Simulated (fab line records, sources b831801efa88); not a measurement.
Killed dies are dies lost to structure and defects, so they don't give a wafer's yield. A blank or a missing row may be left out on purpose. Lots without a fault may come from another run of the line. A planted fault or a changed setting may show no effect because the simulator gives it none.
fab line records | flow sky130
record lots=5 wafers=15 last_day=50
route steps=708 shown VIA1@475 METAL2@483 PAD_OPEN@708
lots that met no fault: from a run of the same line without faults
start_h: hours from the record's first day to the start of the lot's first wafer shown | wait_h: hours since the lot's step before | " the same as in the row above | L1.1+2: a row that stands for several wafers | - no value, or no start given | * or withheld: withheld | < > ~ a bound
route shown NAME@n: a module of which the file shows steps, and the number in the route of the first | usual: mean/standard deviation of fault-free wafers | same: alike in all rows | chamber/n: place in a boat | sites: the reading at each site | _std_site: their standard deviation | _edge_site: outer sites' mean less inner sites' | radius_mm: how far each site lies from the wafer's centre | mask NAME#n: copy n | behind: the tool/chamber that last shaped the wafer | hold: why the lot was held/for how many hours/how that ended | device: the transistor (n, p or np) that didn't switch | end of line: the same wafers' tests at the end of the route | a step without rows: its recipe alone | killed: dies lost to structure and defects at the first sort, not the wafer's yield | map: a wafer's dies, x killed, . not, _ none there
set.NAME: the setting as run; set.NAME@STEP: as run at that earlier step | model.NAME: the simulator's own value behind a step, which no gauge read
lots at some steps of the route; a table a step, a row a wafer
services: from which hour (start_h, from the record's first day; less than 0 if before it) a tool's chamber was out of use, for how many hours, and why
## steps
# step SKY_VIA1_STRIP_17
# recipe chemistry=post_etch_residue_remover time_s=1200 temp_c=72.5
# step SKY_VIA1_CLEAN_18
# recipe chemistry=IPA time_s=180 temp_c=25
# step SKY_VIA1_CLEAN_19
# recipe chemistry=O3/DIW dry=n2_spin
# step SKY_VIA1_SPUTTER_20
# recipe material=TiN target_thk_nm=20 chamber_pressure_pa=5 power_w=4000 time_s=80
# step SKY_VIA1_CVD_21
# recipe material=W target_thk_nm=270 time_s=80.902 temp_c=400 pressure_torr=40
# step SKY_VIA1_RS_MEAS_22
# recipe thk_meas_gauge=four-point-probe reads=W_of_VIA1_CVD_21+TiN_of_VIA1_SPUTTER_20
# usual VIA1_W_RS=0.427/0.0052
# columns lot.wafer tool chamber start_h wait_h VIA1_W_RS[ohm/sq]
L198.1 film_metro-01 - 824.76 0.1 0.429
L198.2 " - " " 0.425
L198.3 " - " " 0.430
L204.1 film_metro-03 - 876.19 0.1 0.419
L204.3 " - " " 0.417
L204.4 " - " " 0.433
L206.3 film_metro-04 - 888.58 0.1 0.437
L206.4 " - " " 0.423
L206.6 " - " " 0.435
L213.2 film_metro-03 - 938.57 0.1 0.430
L213.5 " - " " 0.428
L213.6 " - " " 0.424
L216.1 film_metro-03 - 951.64 0.1 0.427
L216.4 " - " " 0.424
L216.6 " - " " 0.426
# step SKY_VIA1_THK_MEAS_23
# recipe thk_meas_gauge=xrf reads=W_of_VIA1_CVD_21
# usual VIA1_W_THK=269/3.4
# columns lot.wafer tool chamber start_h wait_h VIA1_W_THK[nm]
L198.1 film_metro-01 - 824.88 0.1 265
L198.2 " - " " 269
L198.3 " - " " 266
L204.1 film_metro-03 - 876.31 0.1 276
L204.3 " - " " 276
L204.4 " - " " 266
L206.3 film_metro-04 - 888.68 0.1 265
L206.4 " - " " 273
L206.6 " - " " 266
L213.2 film_metro-03 - 938.68 0.1 266
L213.5 " - " " 268
L213.6 " - " " 270
L216.1 film_metro-03 - 951.76 0.1 270
L216.4 " - " " 271
L216.6 " - " " 267
# step SKY_VIA1_CMP_24
# recipe stop_on=SiO2 t_overpolish_s=15 down_force_psi=3.5 platen_rpm=60 target_thk_nm=0 pad_velocity_m_s=0.94248
# usual motor_current_A=11.0/1.3 overpolish_run_s=15.000/0.0083 time_to_endpoint_s=65/3.5
# columns lot.wafer tool chamber start_h wait_h motor_current_A overpolish_run_s time_to_endpoint_s
L198.2 cmp-02 0 824.94 0.0 13.8 14.997 68
L198.1 " 1 " " 10.4 14.978 60
L198.3 " 2 " " 11.9 14.996 61
L204.4 cmp-01 3 876.37 0.0 11.1 15.009 65
L204.3 " 0 " " 11.0 14.998 68
L204.1 " 1 " " 10.1 15.002 66
L206.4 cmp-02 3 888.72 0.0 9.1 15.000 64
L206.3 " 1 " " 9.8 15.005 59
L206.6 " 0 " " 12.9 15.009 66
L213.2 cmp-02 1 938.73 0.0 10.3 14.994 69
L213.6 " 1 " " 10.1 15.005 68
L213.5 " 2 " " 12.4 15.005 65
L216.1 cmp-02 2 951.82 0.1 11.7 15.021 64
L216.4 " 1 " " 10.2 15.006 66
L216.6 " 3 " " 9.3 15.003 63
# step SKY_METAL2_SPUTTER_00
# recipe material=Ti target_thk_nm=15 power_w=3000 time_s=10 chamber_pressure_pa=0.4
# step SKY_METAL2_SPUTTER_01
# recipe material=TiN target_thk_nm=20 power_w=6500 time_s=16.7 chamber_pressure_pa=0.4
# step SKY_METAL2_SPUTTER_02
# recipe material=AlCu target_thk_nm=250 power_w=10600 time_s=13.3 chamber_pressure_pa=0.4
# usual throttle_valve_pct=30.4/0.93
# columns lot.wafer tool chamber start_h wait_h throttle_valve_pct
L198.1 pvd_sputter-04 - 825.29 0.0 30.8
L198.2 " - " " 30.6
L198.3 " - " " 30.9
L204.1 pvd_sputter-01 - 876.72 0.0 28.5
L204.3 " - " " 29.9
L204.4 " - " " 29.4
L206.3 pvd_sputter-04 - 889.07 0.0 30.8
L206.4 " - " " 30.9
L206.6 " - " " 30.5
L213.2 pvd_sputter-01 - 939.07 0.0 30.6
L213.5 " - " " 29.8
L213.6 " - " " 28.4
L216.1 pvd_sputter-03 - 952.17 0.0 31.2
L216.4 " - " " 31.4
L216.6 " - " " 31.8
# step SKY_METAL2_SPUTTER_03
# recipe material=Ti target_thk_nm=5 power_w=3000 time_s=3.3 chamber_pressure_pa=0.4
# usual throttle_valve_pct=30.4/0.95
# columns lot.wafer tool chamber start_h wait_h throttle_valve_pct
L198.1 pvd_sputter-04 - 825.31 0.0 30.7
L198.2 " - " " 30.7
L198.3 " - " " 31.3
L204.1 pvd_sputter-01 - 876.74 0.0 29.0
L204.3 " - " " 29.8
L204.4 " - " " 29.7
L206.3 pvd_sputter-04 - 889.09 0.0 30.4
L206.4 " - " " 31.1
L206.6 " - " " 30.4
L213.2 pvd_sputter-01 - 939.10 0.0 30.9
L213.5 " - " " 29.9
L213.6 " - " " 28.6
L216.1 pvd_sputter-03 - 952.20 0.0 31.0
L216.4 " - " " 31.6
L216.6 " - " " 31.6
# step SKY_METAL2_SPUTTER_04
# recipe material=TiN target_thk_nm=70 power_w=6500 time_s=58.3 chamber_pressure_pa=0.4
# usual throttle_valve_pct=30.3/0.93
# columns lot.wafer tool chamber start_h wait_h throttle_valve_pct model.TiN_of_METAL2_SPUTTER_04.thk_nm
L198.1 pvd_sputter-04 - 825.33 0.0 30.8 69.26
L198.2 " - " " 30.8 69.66
L198.3 " - " " 30.9 69.7
L204.1 pvd_sputter-01 - 876.76 0.0 28.4 69.88
L204.3 " - " " 29.8 69.06
L204.4 " - " " 29.7 69.61
L206.3 pvd_sputter-04 - 889.11 0.0 30.7 60.27
L206.4 " - " " 30.9 70.19
L206.6 " - " " 30.3 70.52
L213.2 pvd_sputter-01 - 939.12 0.0 30.3 69.62
L213.5 " - " " 29.9 69.73
L213.6 " - " " 28.8 70.03
L216.1 pvd_sputter-03 - 952.21 0.0 31.0 70.04
L216.4 " - " " 31.5 71.43
L216.6 " - " " 31.6 71.31
# step SKY_METAL2_RS_MEAS_05
# recipe thk_meas_gauge=four-point-probe reads=TiN_of_METAL2_SPUTTER_04+Ti_of_METAL2_SPUTTER_03+AlCu_of_METAL2_SPUTTER_02+TiN_of_METAL2_SPUTTER_01+Ti_of_METAL2_SPUTTER_00
# usual METAL2_ALCU_RS=0.1264/0.0016
# columns lot.wafer tool chamber start_h wait_h METAL2_ALCU_RS[ohm/sq]
L198.1 film_metro-02 - 825.38 0.0 0.1265
L198.2 " - " " 0.1253
L198.3 " - " " 0.1255
L204.1 film_metro-02 - 876.81 0.0 0.1272
L204.3 " - " " 0.1268
L204.4 " - " " 0.1270
L206.3 film_metro-01 - 889.20 0.1 0.1256
L206.4 " - " " 0.1259
L206.6 " - " " 0.1257
L213.2 film_metro-01 - 939.18 0.0 0.1249
L213.5 " - " " 0.1268
L213.6 " - " " 0.1260
L216.1 film_metro-03 - 952.26 0.0 0.1243
L216.4 " - " " 0.1252
L216.6 " - " " 0.1244
# step SKY_METAL2_THK_MEAS_06
# recipe thk_meas_gauge=xrf reads=AlCu_of_METAL2_SPUTTER_02
# usual METAL2_ALCU_THK=251/3.5
# columns lot.wafer tool chamber start_h wait_h METAL2_ALCU_THK[nm]
L198.1 film_metro-02 - 825.50 0.1 254
L198.2 " - " " 256
L198.3 " - " " 253
L204.1 film_metro-02 - 876.93 0.1 253
L204.3 " - " " 253
L204.4 " - " " 252
L206.3 film_metro-01 - 889.30 0.1 260
L206.4 " - " " 254
L206.6 " - " " 251
L213.2 film_metro-01 - 939.29 0.1 251
L213.5 " - " " 246
L213.6 " - " " 250
L216.1 film_metro-03 - 952.38 0.1 252
L216.4 " - " " 250
L216.6 " - " " 252
# step SKY_METAL2_DEHYDRATE_07
# recipe temp_c=200 time_s=60
# step SKY_METAL2_HMDS_08
# recipe prime_time_s=60 prime_temp_c=120
# step SKY_METAL2_COAT_09
# recipe resist=BARC temp_c=withheld time_s=withheld spin_rpm=3000 resist_thk_nm=60
# step SKY_METAL2_COAT_10
# recipe resist=KrF-thick spin_rpm=3000 resist_thk_nm=450
# step SKY_METAL2_SOFTBAKE_11
# recipe temp_c=100 time_s=90 resist=KrF-thick
# step SKY_METAL2_EXPOSE_12
# recipe mask_id=MM2 na=0.8 source_shape=annular sigma_inner=0.55 sigma_outer=0.85 target_cd_nm=140 dose_mj=28
# step SKY_METAL2_PEB_13
# recipe peb_temp_c=withheld peb_time_s=withheld resist=KrF-thick
# step SKY_METAL2_DEVELOP_14
# recipe develop_time_s=60 resist=KrF-thick dev_temp_c=21
# step SKY_METAL2_CD_MEAS_15
# recipe target_cd_nm=140
# usual cd_nm=139.0/1.4
# columns lot.wafer tool chamber start_h wait_h cd_nm
L198.1 cd_sem-02 - 851.35 - 139.5
L198.2 " - " " 139.5
L198.3 " - " " 138.6
L204.1 cd_sem-02 - 901.95 - 140.2
L204.3 " - " " 141.6
L204.4 " - " " 140.9
L206.3 cd_sem-01 - 914.30 - 138.8
L206.4 " - " " 138.9
L206.6 " - " " 139.5
L213.2 cd_sem-01 - 963.63 - 139.9
L213.5 " - " " 138.3
L213.6 " - " " 140.0
L216.1 cd_sem-01 - 976.70 - 139.2
L216.4 " - " " 138.7
L216.6 " - " " 137.9
# step SKY_METAL2_OVL_MEAS_16
# usual METAL2_OVL=-2/5
# columns lot.wafer tool chamber start_h wait_h METAL2_OVL[nm]
L198.1 overlay-01 - 851.47 0.1 -5
L198.2 " - " " -10
L198.3 " - " " -4
L204.1 overlay-02 - 902.07 0.1 -1
L204.3 " - " " -2
L204.4 " - " " 6
L206.3 overlay-01 - 914.39 0.1 -1
L206.4 " - " " -5
L206.6 " - " " -2
L213.2 overlay-01 - 963.74 0.1 0
L213.5 " - " " -10
L213.6 " - " " -3
L216.1 overlay-01 - 976.82 0.1 -7
L216.4 " - " " -4
L216.6 " - " " -8
# step SKY_METAL2_DESCUM_17
# recipe chemistry=O2 source_power_w=150 bias_power_w=0 pressure_mtorr=10 temp_c=40 time_s=8
# usual drypump_motor_current_A=5.7/0.53 oes_product_au=1.004/0.0072
# columns lot.wafer tool chamber start_h wait_h drypump_motor_current_A oes_product_au rf_hours_counter_h
L198.1 rie_metal-02 0 851.51 0.0 6.4 1.004 8
L198.2 " 0 " " 6.4 1.019 -
L198.3 " 0 " " 6.4 1.003 -
L204.1 rie_metal-01 0 902.11 0.0 4.9 0.992 8
L204.3 " 0 " " 4.9 1.007 -
L204.4 " 1 " " 5.7 1.016 -
L206.3 rie_metal-02 1 914.42 0.0 5.5 0.997 -
L206.4 " 0 " " 6.4 1.008 -
L206.6 " 0 " " 6.4 1.007 -
L213.2 rie_metal-03 0 963.78 0.0 5.5 1.004 -
L213.5 " 0 " " 5.5 1.003 -
L213.6 " 0 " " 5.5 1.006 -
L216.1 rie_metal-02 0 976.86 0.0 6.4 1.001 16
L216.4 " 1 " " 5.5 1.003 -
L216.6 " 0 " " 6.4 0.993 -
# step SKY_METAL2_ETCH_18
# recipe chemistry=N2/H2 target=BARC ion_energy_ev=200 bias_w=100 pressure_mtorr=30 n2_flow_sccm=100 h2_flow_sccm=200 icp_w=500 stop_on=SiO2 time_s=45.9 target_depth_a=600
# step SKY_METAL2_METAL_ETCH_19
# recipe target_depth_a=3600 stop_on=SiO2 over_etch_frac=0.3 time_s=78 chemistry=Cl2/BCl3 resist_sidewall_deg=88 pressure_mtorr=10 icp_w=900 bias_w=48.5 Cl2_flow_sccm=60 bcl3_flow_sccm=30
# step SKY_METAL2_STRIP_20
# recipe chemistry=O2/N2 power_w=1400 pressure_mtorr=1500 platen_temp_c=withheld o2_flow_sccm=3000 n2_flow_sccm=300 overash_fraction=0.5
# usual drypump_motor_current_A=5.9/0.42 oes_product_au=0.342/0.0045 strip_time_to_endpoint_s=2.69/0.031
# columns lot.wafer tool chamber start_h wait_h drypump_motor_current_A oes_product_au rf_hours_counter_h strip_time_to_endpoint_s
L198.1 plasma_asher-03 0 851.88 0.1 5.8 0.345 76 2.60
L198.2 " 1 " " 5.7 0.338 76 2.59
L198.3 " 0 " " 5.8 0.330 - 2.61
L204.1 plasma_asher-04 0 902.30 0.1 6.0 0.353 100 2.72
L204.3 " 1 " " 5.3 0.347 - 2.73
L204.4 " 0 " " 6.0 0.342 - 2.64
L206.3 plasma_asher-04 0 914.63 0.1 6.0 0.346 - 2.69
L206.4 " 1 " " 5.3 0.341 - 2.69
L206.6 " 0 " " 6.0 0.340 - 2.67
L213.2 plasma_asher-04 1 964.14 0.1 5.3 0.344 106 2.64
L213.5 " 0 " " 6.0 0.337 - 2.67
L213.6 " 1 " " 5.3 0.346 - 2.65
L216.1 plasma_asher-04 1 977.04 0.1 5.3 0.340 108 2.70
L216.4 " 1 " " 5.3 0.343 - 2.69
L216.6 " 1 " " 5.3 0.344 - 2.66
# step SKY_METAL2_STRIP_21
# recipe chemistry=post_etch_residue_remover time_s=1200 temp_c=72.5
# columns lot.wafer tool chamber start_h wait_h model.TiN_of_METAL2_SPUTTER_04.thk_nm
L198.1 wet_bench-04 1 851.98 0.1 68.84
L198.2 " 1 " " 69.23
L198.3 " 1 " " 69.28
L204.1 wet_bench-04 1 902.40 0.1 69.46
L204.3 " 1 " " 68.64
L204.4 " 1 " " 69.19
L206.3 wet_bench-04 3 914.70 0.0 59.85
L206.4 " 3 " " 69.77
L206.6 " 3 " " 70.1
L213.2 wet_bench-03 0 964.24 0.1 69.2
L213.5 " 0 " " 69.32
L213.6 " 0 " " 69.62
L216.1 wet_bench-03 1 977.14 0.1 69.62
L216.4 " 1 " " 71
L216.6 " 1 " " 70.88
# step SKY_METAL2_CLEAN_22
# recipe chemistry=IPA time_s=180 temp_c=25
# step SKY_PAD_OPEN_PROBE_99
# usual defect_limited_yield=82.5/1.9 killed_at_M0_to_M3=43/6.8 killed_at_M4_up=3.2/1.7 killed_at_contacts=24/5.7 killed_at_front_end=16/4.3 killed_at_other=0.3/0.56 killed_dies=86/9.5 killed_open=47/6.9 killed_short=39/5.8 sort_bin_3_pad_short=0.9/0.39 sort_bin_5_function=10.3/1.5 sort_bin_6_memory=6.3/1.1 sort_n_pass=406/9.5 sort_yield_pct=82.5/1.9
# same gross_dies=492 killed_at_back_side=0 sort_bin_4_leakage[%]=0 sort_bin_8_speed[%]=0
# columns lot.wafer tool chamber start_h wait_h defect_limited_yield[%] killed_at_M0_to_M3 killed_at_M4_up killed_at_contacts killed_at_front_end killed_at_other killed_dies killed_open killed_short sort_bin_3_pad_short[%] sort_bin_5_function[%] sort_bin_6_memory[%] sort_n_pass sort_yield_pct[%]
L198.1 prober-01 - 1099.98 0.1 84.6 41 2 22 11 0 76 37 39 1.0 9.6 4.9 416 84.6
L198.2 prober-01 - 1100.03 0.1 81.9 43 5 27 14 0 89 51 38 1.4 11.4 5.3 403 81.9
L198.3 prober-01 - 1100.08 0.2 82.1 43 2 25 16 2 88 50 37 0.6 11.4 5.9 404 82.1
L204.1 prober-02 - 1138.17 0.1 83.5 44 6 19 11 1 81 48 33 0 10.2 6.3 411 83.5
L204.3 prober-02 - 1138.27 0.2 84.6 47 1 16 12 0 76 40 36 0.4 10.4 4.7 416 84.6
L204.4 prober-02 - 1138.32 0.2 84.8 37 2 18 18 0 75 49 26 0.2 9.8 5.3 417 84.8
L206.3 prober-02 - 1150.27 0.2 82.1 49 5 24 10 0 88 49 39 0.8 11.4 5.7 404 82.1
L206.4 prober-02 - 1150.32 0.2 83.7 36 5 28 11 0 80 41 39 0.8 8.9 6.5 412 83.7
L206.6 prober-02 - 1150.42 0.2 79.3 52 1 40 9 0 102 60 42 1.0 12.2 7.5 390 79.3
L213.2 prober-02 - 1182.67 0.1 80.3 46 3 40 8 0 97 47 49 1.0 10.6 8.1 395 80.3
L213.5 prober-02 - 1182.82 0.2 83.5 28 2 31 20 0 81 50 30 0.8 9.8 5.9 411 83.5
L213.6 prober-02 - 1182.87 0.2 80.9 45 3 34 12 0 94 52 42 1.8 11.6 5.7 398 80.9
L216.1 prober-01 - 1194.86 0.1 83.1 35 2 20 26 0 83 43 38 1.8 9.1 5.9 409 83.1
L216.4 prober-01 - 1195.01 0.2 83.7 41 2 20 14 3 80 42 36 1.0 9.3 5.9 412 83.7
L216.6 prober-01 - 1195.11 0.2 83.3 46 3 17 15 1 82 41 40 0.4 9.1 7.1 410 83.3
# killed by level:class
L198.1 VIA3:geometric_particle:open=11 VIA3:geometric_particle:short=9 VIA1:geometric_particle:open=8 CONTACT:geometric_particle:short=6 LOCAL_INTERCONNECT:geometric_particle:short=5 CONTACT:geometric_particle:open=5 METAL2:geometric_particle:short=5 POLY_GATE:geometric_particle:open=4
L198.2 VIA3:geometric_particle:open=9 CONTACT:geometric_particle:open=8 VIA2:geometric_particle:open=8 LI_CONTACT:geometric_particle:open=7 LOCAL_INTERCONNECT:geometric_particle:short=7 VIA3:geometric_particle:short=7 VIA1:geometric_particle:open=6 POLY_GATE:geometric_particle:short=5
L198.3 CONTACT:geometric_particle:open=8 LI_CONTACT:geometric_particle:open=7 VIA3:geometric_particle:open=7 FIELD_ISO:geometric_particle:open=6 POLY_GATE:geometric_particle:short=5 VIA1:geometric_particle:open=5 VIA2:geometric_particle:open=5 VIA3:geometric_particle:short=5
L204.1 VIA1:geometric_particle:open=14 VIA2:geometric_particle:short=7 CONTACT:geometric_particle:open=6 LI_CONTACT:geometric_particle:open=6 VIA2:geometric_particle:open=6 LOCAL_INTERCONNECT:geometric_particle:short=5 METAL1:geometric_particle:short=5 VIA3:geometric_particle:open=5
L204.3 VIA2:geometric_particle:open=12 METAL1:geometric_particle:short=7 VIA1:geometric_particle:open=7 CONTACT:geometric_particle:open=6 VIA3:geometric_particle:open=6 METAL3:geometric_particle:short=4 VIA1:geometric_particle:short=4 FIELD_ISO:geometric_particle:short=3
L204.4 VIA2:geometric_particle:open=11 FIELD_ISO:geometric_particle:open=9 CONTACT:geometric_particle:open=9 METAL1:geometric_particle:short=7 METAL2:geometric_particle:short=6 LI_CONTACT:geometric_particle:open=5 VIA3:geometric_particle:open=4 SPACER:geometric_particle:short=3
L206.3 METAL2:geometric_particle:short=12 VIA1:geometric_particle:open=9 VIA3:geometric_particle:open=8 LI_CONTACT:geometric_particle:open=7 CONTACT:geometric_particle:open=6 VIA2:geometric_particle:open=6 METAL1:geometric_particle:short=5 LOCAL_INTERCONNECT:geometric_particle:short=5
L206.4 VIA1:geometric_particle:open=9 LOCAL_INTERCONNECT:geometric_particle:short=8 CONTACT:geometric_particle:open=6 LI_CONTACT:geometric_particle:short=5 LI_CONTACT:geometric_particle:open=5 METAL1:geometric_particle:short=5 METAL2:geometric_particle:short=5 VIA3:geometric_particle:open=5
L206.6 CONTACT:geometric_particle:open=14 VIA3:geometric_particle:open=12 VIA1:geometric_particle:open=9 LOCAL_INTERCONNECT:geometric_particle:short=9 LI_CONTACT:geometric_particle:open=8 VIA2:geometric_particle:open=8 METAL2:geometric_particle:short=6 CONTACT:geometric_particle:short=5
L213.2 LI_CONTACT:geometric_particle:open=10 LOCAL_INTERCONNECT:geometric_particle:short=10 CONTACT:geometric_particle:open=7 VIA1:geometric_particle:open=7 VIA1:geometric_particle:short=7 VIA3:geometric_particle:open=7 CONTACT:geometric_particle:short=6 METAL1:geometric_particle:short=6
L213.5 CONTACT:geometric_particle:open=11 LI_CONTACT:geometric_particle:open=10 VIA2:geometric_particle:open=8 VIA1:geometric_particle:open=6 FIELD_ISO:geometric_particle:short=4 FIELD_ISO:geometric_particle:open=4 VIA3:geometric_particle:open=4 POLY_GATE:geometric_particle:open=3
L213.6 CONTACT:geometric_particle:open=10 VIA3:geometric_particle:open=10 LI_CONTACT:geometric_particle:open=9 VIA1:geometric_particle:open=6 METAL2:geometric_particle:short=6 VIA2:geometric_particle:open=6 LOCAL_INTERCONNECT:geometric_particle:short=5 CONTACT:geometric_particle:short=5
L216.1 FIELD_ISO:geometric_particle:open=12 VIA1:geometric_particle:open=11 LI_CONTACT:geometric_particle:open=8 FIELD_ISO:geometric_particle:short=6 LOCAL_INTERCONNECT:geometric_particle:short=6 METAL1:geometric_particle:short=6 VIA3:geometric_particle:open=5 CONTACT:geometric_particle:short=4
L216.4 CONTACT:geometric_particle:open=9 VIA3:geometric_particle:open=7 VIA1:geometric_particle:open=7 METAL2:geometric_particle:short=7 LI_CONTACT:geometric_particle:open=5 LOCAL_INTERCONNECT:geometric_particle:short=5 VIA1:geometric_particle:short=5 METAL1:geometric_particle:short=4
L216.6 VIA1:geometric_particle:open=11 VIA2:geometric_particle:open=9 CONTACT:geometric_particle:open=8 FIELD_ISO:geometric_particle:short=7 VIA3:geometric_particle:open=7 METAL1:geometric_particle:short=6 CONTACT:geometric_particle:short=6 POLY_GATE:geometric_particle:short=4
## services
# columns tool chamber start_h hours kind
cmp-01 - 820.77 0.5 repair
pvd_sputter-04 2 830.43 - consumable_replace:kit
pvd_sputter-04 2 830.43 18.0 scheduled_down
pvd_sputter-04 2 830.43 18.0 vent_cycle
pvd_sputter-03 - 830.85 1.2 repair
pvd_sputter-01 3 831.87 - consumable_replace:kit
pvd_sputter-01 3 831.87 18.0 scheduled_down
pvd_sputter-01 3 831.87 18.0 vent_cycle
cmp-02 - 838.25 2.7 repair
rie_metal-03 1 840.40 2.4 repair
rie_metal-02 1 848.24 - clean
rie_metal-02 - 870.06 1.5 repair
pvd_sputter-03 - 871.82 5.3 repair
pvd_sputter-01 - 878.05 16.1 repair
cmp-02 - 899.44 6.2 repair
cmp-02 - 906.38 4.1 repair
cmp-01 - 912.06 4.0 pm
rie_metal-01 - 912.37 2.8 pm
rie_metal-01 - 920.22 0.5 repair
plasma_asher-03 - 921.52 1.1 repair
cmp-02 - 933.24 1.0 repair
pvd_sputter-03 - 940.61 5.2 repair
pvd_sputter-03 - 944.92 1.8 repair
rie_metal-03 1 948.72 16.2 repair
## key
first_sign none at tools or gauges
model_effect step=SKY_METAL2_SPUTTER_04 value=TiN_of_METAL2_SPUTTER_04.thk_nm without=69.89 struck=60.27
model_effect step=SKY_METAL2_STRIP_21 value=TiN_of_METAL2_SPUTTER_04.thk_nm without=69.47 struck=59.85
met_at SKY_METAL2_SPUTTER_04
struck_wafers L206.3
onset_between 825.33 889.11
fault kind=process_parameter_drift tool=pvd_sputter-04 chamber=- onset_h=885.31 steps=SKY_METAL2_SPUTTER_04 channel=time_s offset=* shape=step end_h=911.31 scope=struck_wafers_only acts_in=* stated=*
